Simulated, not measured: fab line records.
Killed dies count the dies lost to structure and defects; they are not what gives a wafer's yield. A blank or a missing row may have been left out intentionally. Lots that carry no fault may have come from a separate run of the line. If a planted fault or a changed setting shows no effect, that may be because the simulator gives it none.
fab line records || flow gf180mcu
record: {"lots": 7, "wafers": 21, "last_day": 34}
route steps=602 shown V4@476
lots with no fault: from the same line, run without faults
start_h: hours from the record's opening day to when the first of the lot's shown wafers began || wait_h: how many hours have passed since the lot's step before this one || " the same as in the row above || L1.1+2: several wafers, shown together as one row || - no value, or no start was given || * or withheld: withheld || < > ~ a bound
route shown NAME@n: names a module that has steps shown in the file, with the first one's number in the route || usual: mean/standard deviation of fault-free wafers || same: alike in all rows || chamber/n: place in a boat || sites: per-site readings || _std_site: the values' standard deviation || _edge_site: inner sites' mean taken away from outer sites' mean || radius_mm: for every site, how far away it sits from the centre of the wafer || mask NAME#n: copy n || behind: the most recent tool/chamber to have shaped the wafer || hold: reason for holding the lot/hours on hold/outcome of the hold || device: transistor that didn't switch, given as n, p or np || end of line: the route-end tests of the same wafers || a step with no rows: only its recipe || killed: dies lost to structure and defects at the first sort, not the wafer's yield || map: the dies of a wafer, with x for killed, . for not killed, _ for no die there
set.NAME: setting as actually run; set.NAME@STEP: the setting as run at that earlier step || model.NAME: the simulator's own value behind a step, which no gauge read
lots seen at some steps along the route; tables by step, rows by wafer
services: a tool's chamber out of use, with start hour (start_h, from the record's first day; less than 0 if before it), hours out, and reason
== steps ==
step: GF_V4_CVD_00
recipe: {"material": "SiO2", "target_thk_nm": 600, "sigma_open_frac": 0.3, "temp_c": 400, "time_s": 100, "sih4_flow_sccm": 60, "pressure_mtorr": 6}
step: GF_V4_THK_MEAS_01
recipe: {"reads": "SiO2_of_V4_CVD_00"}
usual: {"V4_CVD_00_THK": "598/5.6"}
{"lot.wafer": "L721.3", "tool": "film_metro-03", "chamber": "-", "start_h": 595.27, "wait_h": 0.1, "V4_CVD_00_THK[nm]": 599}
{"lot.wafer": "L721.4", "tool": "film_metro-03", "chamber": "-", "start_h": 595.27, "wait_h": 0.1, "V4_CVD_00_THK[nm]": 605}
{"lot.wafer": "L721.6", "tool": "film_metro-03", "chamber": "-", "start_h": 595.27, "wait_h": 0.1, "V4_CVD_00_THK[nm]": 603}
{"lot.wafer": "L722.2", "tool": "film_metro-03", "chamber": "-", "start_h": 598.26, "wait_h": 0.0, "V4_CVD_00_THK[nm]": 594}
{"lot.wafer": "L722.3", "tool": "film_metro-03", "chamber": "-", "start_h": 598.26, "wait_h": 0.0, "V4_CVD_00_THK[nm]": 596}
{"lot.wafer": "L722.4", "tool": "film_metro-03", "chamber": "-", "start_h": 598.26, "wait_h": 0.0, "V4_CVD_00_THK[nm]": 602}
{"lot.wafer": "L732.1", "tool": "film_metro-04", "chamber": "-", "start_h": 676.32, "wait_h": 0.0, "V4_CVD_00_THK[nm]": 596}
{"lot.wafer": "L732.3", "tool": "film_metro-04", "chamber": "-", "start_h": 676.32, "wait_h": 0.0, "V4_CVD_00_THK[nm]": 590}
{"lot.wafer": "L732.6", "tool": "film_metro-04", "chamber": "-", "start_h": 676.32, "wait_h": 0.0, "V4_CVD_00_THK[nm]": 590}
{"lot.wafer": "L733.2", "tool": "film_metro-03", "chamber": "-", "start_h": 679.92, "wait_h": 0.0, "V4_CVD_00_THK[nm]": 594}
{"lot.wafer": "L733.3", "tool": "film_metro-03", "chamber": "-", "start_h": 679.92, "wait_h": 0.0, "V4_CVD_00_THK[nm]": 596}
{"lot.wafer": "L733.4", "tool": "film_metro-03", "chamber": "-", "start_h": 679.92, "wait_h": 0.0, "V4_CVD_00_THK[nm]": 606}
{"lot.wafer": "L734.1", "tool": "film_metro-04", "chamber": "-", "start_h": 686.58, "wait_h": 0.0, "V4_CVD_00_THK[nm]": 596}
{"lot.wafer": "L734.4", "tool": "film_metro-04", "chamber": "-", "start_h": 686.58, "wait_h": 0.0, "V4_CVD_00_THK[nm]": 601}
{"lot.wafer": "L734.6", "tool": "film_metro-04", "chamber": "-", "start_h": 686.58, "wait_h": 0.0, "V4_CVD_00_THK[nm]": 599}
{"lot.wafer": "L736.3", "tool": "film_metro-03", "chamber": "-", "start_h": 699.04, "wait_h": 0.1, "V4_CVD_00_THK[nm]": 597}
{"lot.wafer": "L736.5", "tool": "film_metro-03", "chamber": "-", "start_h": 699.04, "wait_h": 0.1, "V4_CVD_00_THK[nm]": 598}
{"lot.wafer": "L736.6", "tool": "film_metro-03", "chamber": "-", "start_h": 699.04, "wait_h": 0.1, "V4_CVD_00_THK[nm]": 606}
{"lot.wafer": "L737.3", "tool": "film_metro-01", "chamber": "-", "start_h": 711.01, "wait_h": 0.1, "V4_CVD_00_THK[nm]": 597}
{"lot.wafer": "L737.4", "tool": "film_metro-01", "chamber": "-", "start_h": 711.01, "wait_h": 0.1, "V4_CVD_00_THK[nm]": 601}
{"lot.wafer": "L737.5", "tool": "film_metro-01", "chamber": "-", "start_h": 711.01, "wait_h": 0.1, "V4_CVD_00_THK[nm]": 595}
step: GF_V4_CVD_02
recipe: {"material": "SiO2", "target_thk_nm": 850, "precursor": "TEOS", "temp_c": 400, "time_s": 94.851, "rf_w": 600}
usual: {"heater_power_w": "664/130"}
{"lot.wafer": "L721.3", "tool": "pecvd-03", "chamber": 2, "start_h": 595.31, "wait_h": 0.0, "heater_power_w": 973, "since_wet_clean_h": 212}
{"lot.wafer": "L721.4", "tool": "pecvd-03", "chamber": 2, "start_h": 595.31, "wait_h": 0.0, "heater_power_w": 784, "since_wet_clean_h": "-"}
{"lot.wafer": "L721.6", "tool": "pecvd-03", "chamber": 1, "start_h": 595.31, "wait_h": 0.0, "heater_power_w": 463, "since_wet_clean_h": "-"}
{"lot.wafer": "L722.2", "tool": "pecvd-03", "chamber": 1, "start_h": 598.31, "wait_h": 0.0, "heater_power_w": 599, "since_wet_clean_h": 215}
{"lot.wafer": "L722.3", "tool": "pecvd-03", "chamber": 2, "start_h": 598.31, "wait_h": 0.0, "heater_power_w": 963, "since_wet_clean_h": 215}
{"lot.wafer": "L722.4", "tool": "pecvd-03", "chamber": 1, "start_h": 598.31, "wait_h": 0.0, "heater_power_w": 605, "since_wet_clean_h": "-"}
{"lot.wafer": "L732.1", "tool": "pecvd-03", "chamber": 1, "start_h": 676.38, "wait_h": 0.1, "heater_power_w": 596, "since_wet_clean_h": 294}
{"lot.wafer": "L732.3", "tool": "pecvd-03", "chamber": 2, "start_h": 676.38, "wait_h": 0.1, "heater_power_w": 903, "since_wet_clean_h": 294}
{"lot.wafer": "L732.6", "tool": "pecvd-03", "chamber": 1, "start_h": 676.38, "wait_h": 0.1, "heater_power_w": 479, "since_wet_clean_h": "-"}
{"lot.wafer": "L733.2", "tool": "pecvd-04", "chamber": 0, "start_h": 679.97, "wait_h": 0.0, "heater_power_w": 656, "since_wet_clean_h": 505}
{"lot.wafer": "L733.3", "tool": "pecvd-04", "chamber": 0, "start_h": 679.97, "wait_h": 0.0, "heater_power_w": 713, "since_wet_clean_h": "-"}
{"lot.wafer": "L733.4", "tool": "pecvd-04", "chamber": 1, "start_h": 679.97, "wait_h": 0.0, "heater_power_w": 532, "since_wet_clean_h": "-"}
{"lot.wafer": "L734.1", "tool": "pecvd-04", "chamber": 0, "start_h": 686.64, "wait_h": 0.1, "heater_power_w": 658, "since_wet_clean_h": 512}
{"lot.wafer": "L734.4", "tool": "pecvd-04", "chamber": 1, "start_h": 686.64, "wait_h": 0.1, "heater_power_w": 619, "since_wet_clean_h": "-"}
{"lot.wafer": "L734.6", "tool": "pecvd-04", "chamber": 2, "start_h": 686.64, "wait_h": 0.1, "heater_power_w": 475, "since_wet_clean_h": "-"}
{"lot.wafer": "L736.3", "tool": "pecvd-02", "chamber": 1, "start_h": 699.08, "wait_h": 0.0, "heater_power_w": 704, "since_wet_clean_h": 720}
{"lot.wafer": "L736.5", "tool": "pecvd-02", "chamber": 1, "start_h": 699.08, "wait_h": 0.0, "heater_power_w": 752, "since_wet_clean_h": "-"}
{"lot.wafer": "L736.6", "tool": "pecvd-02", "chamber": 0, "start_h": 699.08, "wait_h": 0.0, "heater_power_w": 795, "since_wet_clean_h": "-"}
{"lot.wafer": "L737.3", "tool": "pecvd-03", "chamber": 2, "start_h": 711.05, "wait_h": 0.0, "heater_power_w": 883, "since_wet_clean_h": 328}
{"lot.wafer": "L737.4", "tool": "pecvd-03", "chamber": 0, "start_h": 711.05, "wait_h": 0.0, "heater_power_w": 557, "since_wet_clean_h": "-"}
{"lot.wafer": "L737.5", "tool": "pecvd-03", "chamber": 1, "start_h": 711.05, "wait_h": 0.0, "heater_power_w": 570, "since_wet_clean_h": "-"}
step: GF_V4_THK_MEAS_03
recipe: {"reads": "SiO2_of_V4_CVD_02"}
usual: {"V4_CVD_02_THK": "847/11"}
{"lot.wafer": "L721.3", "tool": "film_metro-03", "chamber": "-", "start_h": 595.40, "wait_h": 0.1, "V4_CVD_02_THK[nm]": 843}
{"lot.wafer": "L721.4", "tool": "film_metro-03", "chamber": "-", "start_h": 595.40, "wait_h": 0.1, "V4_CVD_02_THK[nm]": 857}
{"lot.wafer": "L721.6", "tool": "film_metro-03", "chamber": "-", "start_h": 595.40, "wait_h": 0.1, "V4_CVD_02_THK[nm]": 842}
{"lot.wafer": "L722.2", "tool": "film_metro-01", "chamber": "-", "start_h": 598.39, "wait_h": 0.0, "V4_CVD_02_THK[nm]": 841}
{"lot.wafer": "L722.3", "tool": "film_metro-01", "chamber": "-", "start_h": 598.39, "wait_h": 0.0, "V4_CVD_02_THK[nm]": 853}
{"lot.wafer": "L722.4", "tool": "film_metro-01", "chamber": "-", "start_h": 598.39, "wait_h": 0.0, "V4_CVD_02_THK[nm]": 850}
{"lot.wafer": "L732.1", "tool": "film_metro-03", "chamber": "-", "start_h": 676.45, "wait_h": 0.0, "V4_CVD_02_THK[nm]": 830}
{"lot.wafer": "L732.3", "tool": "film_metro-03", "chamber": "-", "start_h": 676.45, "wait_h": 0.0, "V4_CVD_02_THK[nm]": 846}
{"lot.wafer": "L732.6", "tool": "film_metro-03", "chamber": "-", "start_h": 676.45, "wait_h": 0.0, "V4_CVD_02_THK[nm]": 845}
{"lot.wafer": "L733.2", "tool": "film_metro-04", "chamber": "-", "start_h": 680.09, "wait_h": 0.1, "V4_CVD_02_THK[nm]": 835}
{"lot.wafer": "L733.3", "tool": "film_metro-04", "chamber": "-", "start_h": 680.09, "wait_h": 0.1, "V4_CVD_02_THK[nm]": 853}
{"lot.wafer": "L733.4", "tool": "film_metro-04", "chamber": "-", "start_h": 680.09, "wait_h": 0.1, "V4_CVD_02_THK[nm]": 846}
{"lot.wafer": "L734.1", "tool": "film_metro-03", "chamber": "-", "start_h": 686.71, "wait_h": 0.0, "V4_CVD_02_THK[nm]": 843}
{"lot.wafer": "L734.4", "tool": "film_metro-03", "chamber": "-", "start_h": 686.71, "wait_h": 0.0, "V4_CVD_02_THK[nm]": 856}
{"lot.wafer": "L734.6", "tool": "film_metro-03", "chamber": "-", "start_h": 686.71, "wait_h": 0.0, "V4_CVD_02_THK[nm]": 848}
{"lot.wafer": "L736.3", "tool": "film_metro-01", "chamber": "-", "start_h": 699.17, "wait_h": 0.1, "V4_CVD_02_THK[nm]": 835}
{"lot.wafer": "L736.5", "tool": "film_metro-01", "chamber": "-", "start_h": 699.17, "wait_h": 0.1, "V4_CVD_02_THK[nm]": 834}
{"lot.wafer": "L736.6", "tool": "film_metro-01", "chamber": "-", "start_h": 699.17, "wait_h": 0.1, "V4_CVD_02_THK[nm]": 848}
{"lot.wafer": "L737.3", "tool": "film_metro-03", "chamber": "-", "start_h": 711.14, "wait_h": 0.1, "V4_CVD_02_THK[nm]": 853}
{"lot.wafer": "L737.4", "tool": "film_metro-03", "chamber": "-", "start_h": 711.14, "wait_h": 0.1, "V4_CVD_02_THK[nm]": 859}
{"lot.wafer": "L737.5", "tool": "film_metro-03", "chamber": "-", "start_h": 711.14, "wait_h": 0.1, "V4_CVD_02_THK[nm]": 845}
step: GF_V4_CMP_04
recipe: {"material": "SiO2", "down_force_psi": 4, "platen_rpm": 60, "pad_velocity_m_s": 0.94248}
usual: {"motor_current_A": "12.1/0.8", "time_to_endpoint_s": "81/6"}
{"lot.wafer": "L721.3", "tool": "cmp-02", "chamber": 2, "start_h": 595.49, "wait_h": 0.1, "motor_current_A": 11.9, "time_to_endpoint_s": 73}
{"lot.wafer": "L721.4", "tool": "cmp-02", "chamber": 0, "start_h": 595.49, "wait_h": 0.1, "motor_current_A": 12.9, "time_to_endpoint_s": 80}
{"lot.wafer": "L721.6", "tool": "cmp-02", "chamber": 2, "start_h": 595.49, "wait_h": 0.1, "motor_current_A": 11.4, "time_to_endpoint_s": 72}
{"lot.wafer": "L722.2", "tool": "cmp-02", "chamber": 3, "start_h": 598.56, "wait_h": 0.2, "motor_current_A": 11.9, "time_to_endpoint_s": 73}
{"lot.wafer": "L722.3", "tool": "cmp-02", "chamber": 0, "start_h": 598.56, "wait_h": 0.2, "motor_current_A": 13.2, "time_to_endpoint_s": 83}
{"lot.wafer": "L722.4", "tool": "cmp-02", "chamber": 1, "start_h": 598.56, "wait_h": 0.2, "motor_current_A": 13.2, "time_to_endpoint_s": 78}
{"lot.wafer": "L732.1", "tool": "cmp-01", "chamber": 0, "start_h": 676.56, "wait_h": 0.1, "motor_current_A": 11.4, "time_to_endpoint_s": 79}
{"lot.wafer": "L732.3", "tool": "cmp-01", "chamber": 1, "start_h": 676.56, "wait_h": 0.1, "motor_current_A": 13.4, "time_to_endpoint_s": 89}
{"lot.wafer": "L732.6", "tool": "cmp-01", "chamber": 0, "start_h": 676.56, "wait_h": 0.1, "motor_current_A": 11.3, "time_to_endpoint_s": 86}
{"lot.wafer": "L733.3", "tool": "cmp-01", "chamber": 2, "start_h": 680.14, "wait_h": 0.0, "motor_current_A": 11.0, "time_to_endpoint_s": 87}
{"lot.wafer": "L733.4", "tool": "cmp-01", "chamber": 3, "start_h": 680.14, "wait_h": 0.0, "motor_current_A": 11.6, "time_to_endpoint_s": 86}
{"lot.wafer": "L733.2", "tool": "cmp-01", "chamber": 0, "start_h": 680.14, "wait_h": 0.0, "motor_current_A": 11.9, "time_to_endpoint_s": 79}
{"lot.wafer": "L734.1", "tool": "cmp-02", "chamber": 0, "start_h": 687.05, "wait_h": 0.3, "motor_current_A": 12.9, "time_to_endpoint_s": 80}
{"lot.wafer": "L734.4", "tool": "cmp-02", "chamber": 1, "start_h": 687.05, "wait_h": 0.3, "motor_current_A": 11.8, "time_to_endpoint_s": 82}
{"lot.wafer": "L734.6", "tool": "cmp-02", "chamber": 0, "start_h": 687.05, "wait_h": 0.3, "motor_current_A": 13.1, "time_to_endpoint_s": 84}
{"lot.wafer": "L736.3", "tool": "cmp-01", "chamber": 3, "start_h": 699.36, "wait_h": 0.2, "motor_current_A": 11.3, "time_to_endpoint_s": 85}
{"lot.wafer": "L736.5", "tool": "cmp-01", "chamber": 0, "start_h": 699.36, "wait_h": 0.2, "motor_current_A": 11.7, "time_to_endpoint_s": 80}
{"lot.wafer": "L736.6", "tool": "cmp-01", "chamber": 1, "start_h": 699.36, "wait_h": 0.2, "motor_current_A": 13.2, "time_to_endpoint_s": 91}
{"lot.wafer": "L737.4", "tool": "cmp-02", "chamber": 3, "start_h": 711.18, "wait_h": 0.0, "motor_current_A": 11.6, "time_to_endpoint_s": 84}
{"lot.wafer": "L737.3", "tool": "cmp-02", "chamber": 1, "start_h": 711.18, "wait_h": 0.0, "motor_current_A": 12.4, "time_to_endpoint_s": 87}
{"lot.wafer": "L737.5", "tool": "cmp-02", "chamber": 3, "start_h": 711.18, "wait_h": 0.0, "motor_current_A": 10.8, "time_to_endpoint_s": 80}
step: GF_V4_BOW_MEAS_05
recipe: {"mode": "bow"}
usual: {"V4_BOW": "131/8.6"}
{"lot.wafer": "L721.3", "tool": "film_metro-04", "chamber": "-", "start_h": 595.78, "wait_h": 0.2, "V4_BOW[um]": 139}
{"lot.wafer": "L721.4", "tool": "film_metro-04", "chamber": "-", "start_h": 595.78, "wait_h": 0.2, "V4_BOW[um]": 130}
{"lot.wafer": "L721.6", "tool": "film_metro-04", "chamber": "-", "start_h": 595.78, "wait_h": 0.2, "V4_BOW[um]": 122}
{"lot.wafer": "L722.2", "tool": "film_metro-03", "chamber": "-", "start_h": 598.88, "wait_h": 0.3, "V4_BOW[um]": 130}
{"lot.wafer": "L722.3", "tool": "film_metro-03", "chamber": "-", "start_h": 598.88, "wait_h": 0.3, "V4_BOW[um]": 130}
{"lot.wafer": "L722.4", "tool": "film_metro-03", "chamber": "-", "start_h": 598.88, "wait_h": 0.3, "V4_BOW[um]": 122}
{"lot.wafer": "L732.1", "tool": "film_metro-04", "chamber": "-", "start_h": 676.81, "wait_h": 0.2, "V4_BOW[um]": 126}
{"lot.wafer": "L732.3", "tool": "film_metro-04", "chamber": "-", "start_h": 676.81, "wait_h": 0.2, "V4_BOW[um]": 129}
{"lot.wafer": "L732.6", "tool": "film_metro-04", "chamber": "-", "start_h": 676.81, "wait_h": 0.2, "V4_BOW[um]": 116}
{"lot.wafer": "L733.2", "tool": "film_metro-04", "chamber": "-", "start_h": 680.46, "wait_h": 0.2, "V4_BOW[um]": 125}
{"lot.wafer": "L733.3", "tool": "film_metro-04", "chamber": "-", "start_h": 680.46, "wait_h": 0.2, "V4_BOW[um]": 127}
{"lot.wafer": "L733.4", "tool": "film_metro-04", "chamber": "-", "start_h": 680.46, "wait_h": 0.2, "V4_BOW[um]": 135}
{"lot.wafer": "L734.1", "tool": "film_metro-03", "chamber": "-", "start_h": 687.30, "wait_h": 0.2, "V4_BOW[um]": 137}
{"lot.wafer": "L734.4", "tool": "film_metro-03", "chamber": "-", "start_h": 687.30, "wait_h": 0.2, "V4_BOW[um]": 127}
{"lot.wafer": "L734.6", "tool": "film_metro-03", "chamber": "-", "start_h": 687.30, "wait_h": 0.2, "V4_BOW[um]": 140}
{"lot.wafer": "L736.3", "tool": "film_metro-03", "chamber": "-", "start_h": 699.55, "wait_h": 0.1, "V4_BOW[um]": 127}
{"lot.wafer": "L736.5", "tool": "film_metro-03", "chamber": "-", "start_h": 699.55, "wait_h": 0.1, "V4_BOW[um]": 120}
{"lot.wafer": "L736.6", "tool": "film_metro-03", "chamber": "-", "start_h": 699.55, "wait_h": 0.1, "V4_BOW[um]": 141}
{"lot.wafer": "L737.3", "tool": "film_metro-04", "chamber": "-", "start_h": 711.52, "wait_h": 0.2, "V4_BOW[um]": 128}
{"lot.wafer": "L737.4", "tool": "film_metro-04", "chamber": "-", "start_h": 711.52, "wait_h": 0.2, "V4_BOW[um]": 128}
{"lot.wafer": "L737.5", "tool": "film_metro-04", "chamber": "-", "start_h": 711.52, "wait_h": 0.2, "V4_BOW[um]": 131}
step: GF_V4_DEHYDRATE_06
recipe: {"temp_c": 200, "time_s": 60}
step: GF_V4_HMDS_07
recipe: {"prime_time_s": 60, "prime_temp_c": 120}
step: GF_V4_COAT_08
recipe: {"resist": "BARC", "temp_c": "withheld", "time_s": "withheld", "spin_rpm": "withheld", "resist_thk_nm": "withheld"}
step: GF_V4_COAT_09
recipe: {"resist": "KrF", "spin_rpm": "withheld", "resist_thk_nm": 1000}
step: GF_V4_SOFTBAKE_10
recipe: {"temp_c": 130, "time_s": 60, "resist": "KrF"}
step: GF_V4_EXPOSE_11
recipe: {"mask_id": "Via4", "target_cd_nm": 260, "na": 0.68, "source_shape": "conventional", "sigma_outer": 0.6, "dose_mj": 38}
step: GF_V4_PEB_12
recipe: {"peb_temp_c": 135, "peb_time_s": 90, "resist": "KrF"}
usual: {"chill_plate_temp_C": "23.03/0.097", "exhaust_pa": "45.1/0.82", "heater_power_total_W": "85.69/0.083"}
{"lot.wafer": "L721.3", "tool": "litho_track-02", "chamber": 0, "start_h": 617.25, "wait_h": "-", "chill_plate_temp_C": 23.03, "exhaust_pa": 44.8, "heater_power_total_W": 85.79}
{"lot.wafer": "L721.4", "tool": "litho_track-02", "chamber": 0, "start_h": 617.25, "wait_h": "-", "chill_plate_temp_C": 23.05, "exhaust_pa": 45.2, "heater_power_total_W": 85.58}
{"lot.wafer": "L721.6", "tool": "litho_track-02", "chamber": 0, "start_h": 617.25, "wait_h": "-", "chill_plate_temp_C": 22.96, "exhaust_pa": 44.8, "heater_power_total_W": 85.52}
{"lot.wafer": "L722.2", "tool": "litho_track-02", "chamber": 0, "start_h": 619.67, "wait_h": "-", "chill_plate_temp_C": 23.07, "exhaust_pa": 44.9, "heater_power_total_W": 85.64}
{"lot.wafer": "L722.3", "tool": "litho_track-02", "chamber": 0, "start_h": 619.67, "wait_h": "-", "chill_plate_temp_C": 23.10, "exhaust_pa": 46.8, "heater_power_total_W": 85.67}
{"lot.wafer": "L722.4", "tool": "litho_track-02", "chamber": 0, "start_h": 619.67, "wait_h": "-", "chill_plate_temp_C": 22.96, "exhaust_pa": 45.3, "heater_power_total_W": 85.76}
{"lot.wafer": "L732.1", "tool": "litho_track-01", "chamber": "-", "start_h": 694.92, "wait_h": "-", "chill_plate_temp_C": "-", "exhaust_pa": "-", "heater_power_total_W": "-"}
{"lot.wafer": "L732.3", "tool": "litho_track-01", "chamber": "-", "start_h": 694.92, "wait_h": "-", "chill_plate_temp_C": "-", "exhaust_pa": "-", "heater_power_total_W": "-"}
{"lot.wafer": "L732.6", "tool": "litho_track-01", "chamber": "-", "start_h": 694.92, "wait_h": "-", "chill_plate_temp_C": "-", "exhaust_pa": "-", "heater_power_total_W": "-"}
{"lot.wafer": "L733.2", "tool": "litho_track-02", "chamber": "-", "start_h": 699.02, "wait_h": "-", "chill_plate_temp_C": "-", "exhaust_pa": "-", "heater_power_total_W": "-"}
{"lot.wafer": "L733.3", "tool": "litho_track-02", "chamber": "-", "start_h": 699.02, "wait_h": "-", "chill_plate_temp_C": "-", "exhaust_pa": "-", "heater_power_total_W": "-"}
{"lot.wafer": "L733.4", "tool": "litho_track-02", "chamber": "-", "start_h": 699.02, "wait_h": "-", "chill_plate_temp_C": "-", "exhaust_pa": "-", "heater_power_total_W": "-"}
{"lot.wafer": "L734.1", "tool": "litho_track-02", "chamber": "-", "start_h": 705.88, "wait_h": "-", "chill_plate_temp_C": "-", "exhaust_pa": "-", "heater_power_total_W": "-"}
{"lot.wafer": "L734.4", "tool": "litho_track-02", "chamber": "-", "start_h": 705.88, "wait_h": "-", "chill_plate_temp_C": "-", "exhaust_pa": "-", "heater_power_total_W": "-"}
{"lot.wafer": "L734.6", "tool": "litho_track-02", "chamber": "-", "start_h": 705.88, "wait_h": "-", "chill_plate_temp_C": "-", "exhaust_pa": "-", "heater_power_total_W": "-"}
{"lot.wafer": "L736.3", "tool": "litho_track-04", "chamber": 0, "start_h": 717.77, "wait_h": "-", "chill_plate_temp_C": 23.09, "exhaust_pa": 44.6, "heater_power_total_W": 85.69}
{"lot.wafer": "L736.5", "tool": "litho_track-04", "chamber": 0, "start_h": 717.77, "wait_h": "-", "chill_plate_temp_C": 23.08, "exhaust_pa": 45.1, "heater_power_total_W": 85.59}
{"lot.wafer": "L736.6", "tool": "litho_track-04", "chamber": 0, "start_h": 717.77, "wait_h": "-", "chill_plate_temp_C": 23.05, "exhaust_pa": 45.9, "heater_power_total_W": 85.58}
{"lot.wafer": "L737.3", "tool": "litho_track-02", "chamber": 0, "start_h": 729.60, "wait_h": "-", "chill_plate_temp_C": 23.06, "exhaust_pa": 46.0, "heater_power_total_W": 85.73}
{"lot.wafer": "L737.4", "tool": "litho_track-02", "chamber": 0, "start_h": 729.60, "wait_h": "-", "chill_plate_temp_C": 22.95, "exhaust_pa": 45.3, "heater_power_total_W": 85.64}
{"lot.wafer": "L737.5", "tool": "litho_track-02", "chamber": 0, "start_h": 729.60, "wait_h": "-", "chill_plate_temp_C": 22.98, "exhaust_pa": 45.9, "heater_power_total_W": 85.83}
step: GF_V4_DEVELOP_13
recipe: {"develop_time_s": 60, "resist": "KrF", "dev_temp_c": 21}
== services ==
{"tool": "cmp-02", "chamber": "-", "start_h": 573.31, "hours": 4.0, "kind": "pm"}
{"tool": "cmp-02", "chamber": "-", "start_h": 577.31, "hours": "-", "kind": "consumable_replace:conditioner"}
{"tool": "cmp-02", "chamber": "-", "start_h": 577.31, "hours": "-", "kind": "consumable_replace:pad"}
{"tool": "litho_track-01", "chamber": "-", "start_h": 583.28, "hours": "-", "kind": "consumable_replace:filter"}
{"tool": "cmp-01", "chamber": "-", "start_h": 590.12, "hours": 12.5, "kind": "pm"}
{"tool": "pecvd-02", "chamber": "-", "start_h": 602.90, "hours": 0.7, "kind": "repair"}
{"tool": "pecvd-02", "chamber": "-", "start_h": 603.67, "hours": 2.8, "kind": "pm"}
{"tool": "pecvd-04", "chamber": "-", "start_h": 622.52, "hours": 0.8, "kind": "repair"}
{"tool": "cmp-02", "chamber": "-", "start_h": 664.95, "hours": 2.1, "kind": "repair"}
{"tool": "cmp-01", "chamber": "-", "start_h": 667.20, "hours": 4.1, "kind": "pm"}
{"tool": "pecvd-04", "chamber": 2, "start_h": 678.18, "hours": 3.5, "kind": "repair"}
{"tool": "pecvd-02", "chamber": 1, "start_h": 678.94, "hours": 13.5, "kind": "repair"}
{"tool": "cmp-02", "chamber": "-", "start_h": 707.85, "hours": 0.7, "kind": "repair"}
{"tool": "pecvd-02", "chamber": "-", "start_h": 710.42, "hours": 3.1, "kind": "repair"}
{"tool": "cmp-01", "chamber": "-", "start_h": 715.70, "hours": 4.3, "kind": "repair"}
{"tool": "cmp-02", "chamber": "-", "start_h": 720.15, "hours": 6.1, "kind": "pm"}
== key ==
first_sign: {"step": "GF_V4_PEB_12", "reading": "tool_record", "direction": "missing"}
effect none on later readings
met_at GF_V4_PEB_12
struck_wafers L732.1,L732.3,L732.6,L733.2,L733.3,L733.4,L734.1,L734.4,L734.6
later_rows_left_out L732.1,L732.3,L732.6,L733.2,L733.3,L733.4,L734.1,L734.4,L734.6
sort_left_out L732.1,L732.3,L732.6,L733.2,L733.3,L733.4,L734.1,L734.4,L734.6
onset_between 619.67 694.92
fault: {"kind": "skipped_step_whole", "tool": "litho_track-01,litho_track-02", "chamber": "-", "onset_h": 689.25, "steps": "GF_V4_PEB_12", "scope": "struck_lots_only"}
sort_left_out: the simulated sort isn't trusted on such a fault, so these wafers' sort isn't shown, and their yield isn't known
later_rows_left_out: the simulator's readings of these wafers behind a module that went badly wrong aren't trusted and aren't shown, but for the sort
